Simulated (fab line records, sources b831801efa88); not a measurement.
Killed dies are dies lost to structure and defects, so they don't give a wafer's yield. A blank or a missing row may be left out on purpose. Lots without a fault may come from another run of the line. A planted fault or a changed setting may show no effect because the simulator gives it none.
Which tool did it? | flow gf180mcu | 11 lots, 33 wafers sampled, at 3 steps of a route of 602

WHAT THE GAUGES READ, wafer by wafer
GF_TOP_METAL_CD_MEAS_14: target cd 440 nm. Usual: cd_nm 439.2 nm, standard deviation 2.2.
lot  | measured     | on        | cd_nm (nm)        | flag
L296 | day 28 12:05 | cd_sem-02 | 439.6 438.8 441.5 |
L297 | day 29 01:40 | cd_sem-02 | 442.6 442.3 441.5 |
L299 | day 29 05:20 | cd_sem-02 | 440.0 438.3 438.9 |
L301 | day 30 00:16 | cd_sem-02 | 436.1 435.2 436.6 |
L304 | day 30 20:28 | cd_sem-02 | 442.7 440.3 441.0 |
L311 | day 32 14:30 | cd_sem-02 | 440.9 437.6 440.7 |
L312 | day 32 22:02 | cd_sem-01 | 441.1 440.5 439.7 |
L315 | day 33 18:14 | cd_sem-01 | 440.7 440.6 440.0 |
L317 | day 34 02:53 | cd_sem-01 | 443.5 442.6 442.6 |
L316 | day 34 03:16 | cd_sem-01 | 436.0 438.2 436.2 |
L318 | day 34 07:05 | cd_sem-01 | 440.3 438.8 441.2 |

WHICH TOOL RAN EACH LOT (tool, then ch and the chambers of the sampled wafers, then the start)
lot  | GF_V5_ETCH_16                      | GF_V5_SPUTTER_21
L296 | rie_diel-02 ch 1,2, day 27 14:22   | pvd_sputter-02, day 27 15:04
L297 | rie_diel-04 ch 0,1,3, day 28 04:12 | pvd_sputter-04, day 28 04:53
L299 | rie_diel-03 ch 0,2,3, day 28 09:09 | pvd_sputter-04, day 28 09:50
L301 | rie_diel-03 ch 1,2, day 29 03:58   | pvd_sputter-04, day 29 04:40
L304 | rie_diel-04 ch 0,2,3, day 30 00:37 | pvd_sputter-02, day 30 01:23
L311 | rie_diel-02 ch 0,3, day 31 20:48   | pvd_sputter-02, day 31 21:29
L312 | rie_diel-04 ch 0,2,3, day 32 04:03 | pvd_sputter-02, day 32 04:49
L315 | rie_diel-03 ch 0,1, day 33 01:17   | pvd_sputter-01, day 33 02:04
L317 | rie_diel-02 ch 2,3, day 33 09:29   | pvd_sputter-02, day 33 10:37
L316 | rie_diel-03 ch 0,1, day 33 10:13   | pvd_sputter-01, day 33 11:02
L318 | rie_diel-03 ch 2,3, day 33 14:23   | pvd_sputter-04, day 33 15:05
- GF_V5_ETCH_16: etches BARC in N2/H2.
- GF_V5_SPUTTER_21: material Ti, target thk 15 nm, time 80.02 s.

WHAT THE TOOLS THEMSELVES READ (means of the sampled wafers that have a number; where no wafer has one, the mark that the record gives instead)
GF_V5_ETCH_16. Usual: drypump_motor_current_A 5.9 A, standard deviation 0.42; oes_product_au 0.854 a.u., standard deviation 0.0048; rf_fwd_power_W 495.1 W, standard deviation 2.3; throttle_valve_pct 13.225 %, standard deviation 0.0094.
lot  | tool        | drypump_motor_current_A (A) | oes_product_au (a.u.) | rf_fwd_power_W (W) | throttle_valve_pct (%) | flag
L296 | rie_diel-02 | 6.1                         | 0.853                 | 496.3              | 13.227                 |
L297 | rie_diel-04 | 6.1                         | 0.853                 | 496.2              | 13.235                 |
L299 | rie_diel-03 | 5.9                         | 0.855                 | 496.1              | 13.232                 |
L301 | rie_diel-03 | 5.5                         | 0.851                 | 496.0              | 13.222                 |
L304 | rie_diel-04 | 6.1                         | 0.855                 | 494.2              | 13.227                 |
L311 | rie_diel-02 | 5.8                         | 0.850                 | 493.1              | 13.223                 |
L312 | rie_diel-04 | 6.1                         | 0.852                 | 492.3              | 13.224                 |
L315 | rie_diel-03 | 5.9                         | 0.856                 | 496.0              | 13.222                 |
L317 | rie_diel-02 | 5.9                         | 0.855                 | 496.2              | 13.235                 |
L316 | rie_diel-03 | 5.9                         | 0.852                 | 496.0              | 13.223                 |
L318 | rie_diel-03 | 5.6                         | 0.854                 | 495.6              | 13.236                 |

GF_V5_SPUTTER_21. Usual: throttle_valve_pct 30.5 %, standard deviation 0.65.
lot  | tool           | throttle_valve_pct (%) | flag
L296 | pvd_sputter-02 | 29.8                   |
L297 | pvd_sputter-04 | 31.0                   |
L299 | pvd_sputter-04 | 30.9                   |
L301 | pvd_sputter-04 | 31.2                   |
L304 | pvd_sputter-02 | 29.9                   |
L311 | pvd_sputter-02 | 29.7                   |
L312 | pvd_sputter-02 | 29.9                   |
L315 | pvd_sputter-01 | 30.4                   |
L317 | pvd_sputter-02 | 29.9                   |
L316 | pvd_sputter-01 | 30.5                   |
L318 | pvd_sputter-04 | 31.3                   |

THE ANSWER, worked out from the rows above alone
Rule: a lot is off if the mean of its wafers that have a number lies more than 3 standard deviations from the usual mean. A lot without any number at a reading at which 4 lots or more have one is off too. The other lots that the step has rows for count as sound. The gauges are gone through in route order, then the tools' own readings, and for those a lot's mean is taken as printed above. The first step at which some lot is off is used, and at that step the reading that is off furthest; a lot without a number counts as furthest.
No lot is off at any reading shown: from this, nothing can be told.

WHAT THE SIMULATOR HAD PUT IN
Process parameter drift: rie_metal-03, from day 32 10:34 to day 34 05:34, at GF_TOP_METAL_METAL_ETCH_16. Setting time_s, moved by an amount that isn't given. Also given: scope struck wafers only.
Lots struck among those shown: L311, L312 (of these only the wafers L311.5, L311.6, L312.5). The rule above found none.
